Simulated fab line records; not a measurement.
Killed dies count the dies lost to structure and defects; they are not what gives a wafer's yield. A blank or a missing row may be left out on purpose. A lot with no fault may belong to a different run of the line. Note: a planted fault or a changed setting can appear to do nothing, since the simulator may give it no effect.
Chamber matching ; flow gf180mcu ; GF_V2_ETCH_16 on rie-diel-04: 4 sister chambers
The step etches BARC in N2/H2. 27 wafers are shown with their chamber, then 12 later ones without.

## EACH WAFER AND ITS CHAMBER
wafer;chamber;drypump-motor-current-A (A);oes-product-au (a.u.);throttle-valve-pct (%)
L076.1;0;5.3;0.857;13.224
L076.2;1;6.2;0.858;13.222
L076.3;2;5.4;0.855;13.223
L077.4;1;6.2;0.847;13.222
L077.5;2;5.4;0.854;13.215
L077.6;0;5.3;0.857;13.227
L078.1;0;5.3;0.858;13.221
L078.2;1;6.2;0.864;13.237
L078.5;2;5.4;0.860;13.225
L079.2;3;6.2;0.857;13.231
L079.3;2;5.4;0.861;13.227
L079.5;0;5.2;0.856;13.235
L080.1;2;5.4;0.852;13.218
L080.3;3;6.2;0.851;13.228
L080.5;2;5.4;0.856;13.234
L081.1;0;5.3;0.854;13.212
L081.2;3;6.1;0.862;13.225
L081.4;1;6.2;0.855;13.227
L083.1;1;6.2;0.851;13.220
L083.2;0;5.3;0.851;13.229
L083.5;3;6.1;0.860;13.225
L087.2;1;6.2;0.855;13.224
L087.3;0;5.2;0.854;13.231
L087.4;2;5.4;0.847;13.217
L088.1;3;6.1;0.861;13.218
L088.4;0;5.3;0.856;13.238
L088.5;1;6.2;0.855;13.228

SIGNATURES (averages over the wafers above)
reading;chamber 0;chamber 1;chamber 2;chamber 3;scatter within a chamber
drypump-motor-current-A;5.275;6.200;5.400;6.140;0.0343
oes-product-au;0.85537;0.85500;0.85500;0.85820;0.00428
throttle-valve-pct;13.22712;13.22571;13.22271;13.22540;0.0067
Rule: a wafer lies at a distance from a chamber equal to the root of the sum of squares, over the readings, of (its reading less the chamber's mean, divided by the reading's scatter). If the next closest chamber is less than 2 further off than the closest, the wafer can't be placed; otherwise it belongs to the closest. The scatter: the root of (the sum of the squares of (reading less its chamber's mean) over the shown wafers, divided by (wafers less chambers)).

## WAFERS WHOSE CHAMBER IS MISSING
wafer;drypump-motor-current-A (A);oes-product-au (a.u.);throttle-valve-pct (%)
L089.1;5.4;0.852;13.228
L089.4;6.2;0.862;13.236
L089.5;5.4;0.853;13.218
L091.1;6.1;0.854;13.214
L091.5;5.3;0.849;13.223
L091.6;6.1;0.857;13.243
L094.1;6.2;0.857;13.239
L094.3;6.1;0.865;13.238
L094.4;5.3;0.853;13.221
L096.2;5.3;0.862;13.225
L096.3;5.4;0.854;13.240
L096.5;6.1;0.858;13.236

## CHAMBER TAKEN BY EACH
wafer;from the rows above;in truth
L089.1;2;2
L089.4;can't be placed: 1 or 3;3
L089.5;2;2
L091.1;can't be placed: 3 or 1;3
L091.5;can't be placed: 0 or 2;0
L091.6;can't be placed: 3 or 1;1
L094.1;can't be placed: 1 or 3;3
L094.3;can't be placed: 3 or 1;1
L094.4;can't be placed: 0 or 2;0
L096.2;can't be placed: 0 or 2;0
L096.3;can't be placed: 2 or 0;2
L096.5;can't be placed: 3 or 1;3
2 of 12 placed correctly. Cannot be placed on the basis of these rows: 10; the candidates contain the true chamber in 10. Number placed wrongly: 0.
